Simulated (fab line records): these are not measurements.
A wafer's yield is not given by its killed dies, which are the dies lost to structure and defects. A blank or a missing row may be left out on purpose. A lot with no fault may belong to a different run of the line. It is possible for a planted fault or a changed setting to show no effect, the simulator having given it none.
A lot that was struck, set against a sound lot    flow gf180mcu    14 out of 602 route steps
Sound: these wafers, L424.2, L424.3, L424.5. Wafers struck: L427.1, L427.4, L427.5. Last of all comes the cause.
At each step with rows: each side's tool, then ch and its chambers, then its first start. Under that, the readings that differ: sound wafers    struck wafers    difference of the means    sigmas: that difference in standard deviations of wafers without a fault.
alike: same words and numbers on both sides, and readings whose means sit less than 2 such deviations apart. not compared: any withheld reading, any reading some wafer has no value for, any bound like >300 that may hide the same value, and any number with overlapping values for which the record gives no deviation.
Wherever a step has rows on one side only, a row that says differs or no value, or a row with sigmas, the two part there. Non-overlapping numbers with no deviation appear without sigmas and do not part them. Lack of a reading on every wafer of one side parts them only where that side has two or more wafers.

GF_CONTACT_OVL_MEAS_15:
  sound: overlay-01 at day 20 18:11; struck: overlay-02 at day 22 07:07
  alike: CONTACT_OVL
GF_CONTACT_ETCH_16: etches BARC in N2/H2.
  sound on rieDiel-01 ch 0,2,3, day 20 18:13; struck on rieDiel-04 ch 0,2,3, day 22 07:09
  alike: drypumpMotorCurrentA, h2FlowSccm, oesProductAu, rfFwdPowerW, throttleValvePct
then, 1 step without rows for these wafers: GF_CONTACT_ETCH_17 (etches SiO2 in C4F8/O2/Ar, stops on CoSi2, target depth 860 nm).
GF_CONTACT_STRIP_18: strips in O2/N2.
  sound on plasmaAsher-02 ch 0,1, day 20 18:23; struck on plasmaAsher-03 ch 0,1, day 22 07:19
  alike: drypumpMotorCurrentA, heaterPowerW, oesProductAu
  not compared: rfHoursCounterH
then, 3 steps without rows for these wafers: GF_CONTACT_CLEAN_19 (cleans in SPM); GF_CONTACT_CLEAN_20 (cleans in DIW); GF_CONTACT_CLEAN_21 (cleans in dHF, time 20 s).
GF_CONTACT_SPUTTER_22: material Ti, target thk 15 nm, time 80.02 s.
  sound: pvdSputter-04 at day 20 18:41; struck: pvdSputter-04 at day 22 07:37
  alike: throttleValvePct
GF_CONTACT_SPUTTER_23: material TiN, target thk 10 nm, time 40 s.
  sound: pvdSputter-04 at day 20 18:44; struck: pvdSputter-04 at day 22 07:40
  alike: throttleValvePct
GF_CONTACT_CVD_24: deposits W, target thk 300 nm, time 90.339 s.
  sound on cvdW-01 ch 1, day 20 18:47; struck on cvdW-02 ch 0, day 22 07:43
  alike: heaterPowerW
GF_CONTACT_RS_MEAS_25: measures by four-point-probe.
  sound: filmMetro-02 at day 20 18:54; struck: filmMetro-01 at day 22 07:49
reading                sound              struck             difference  sigmas
CONTACT_W_RS (ohm/sq)  0.378 0.385 0.385  0.368 0.364 0.368  -0.016      -3
GF_CONTACT_THK_MEAS_26: measures by xrf.
  sound: filmMetro-02 at day 20 19:01; struck: filmMetro-01 at day 22 07:56
  alike: CONTACT_W_THK
GF_CONTACT_CMP_27: polishes, stops on SiO2, t overpolish 15 s, target thk 0 nm.
  sound on cmp-01 ch 1,3, day 20 19:04; struck on cmp-02 ch 0,3, day 22 07:59
  no value came back on the struck wafers for any of 7 readings (edgeZonePressureFrac, headPressurePsi (psi) and others); on the sound wafers edgeZonePressureFrac reads 0.998 0.995 0.996
reading                                  sound              struck             difference  sigmas
model.W_of_CONTACT_CVD_24.thkNm (nm)     0 0 0              311.7 314.8 312.1  +312.9      
model.SiO2_of_CONTACT_CVD_02.thkNm (nm)  552.1 552.8 553.4  557.2 557 557.7    +4.5        
-- the record jumps here: 11 days lie between the struck wafers' starts before and after (it left off in module CONTACT and takes up again in module PASSIVATION, whose first step shown is number 602 of the route) --
GF_PASSIVATION_PROBE_99:
  only the struck wafers here have rows in the record (prober-02, day 33 19:11); the sound ones have none

WHERE THEY PART
At GF_CONTACT_RS_MEAS_25 first; at GF_PASSIVATION_PROBE_99 last (within this record only).

WHY: whatever the simulator had introduced
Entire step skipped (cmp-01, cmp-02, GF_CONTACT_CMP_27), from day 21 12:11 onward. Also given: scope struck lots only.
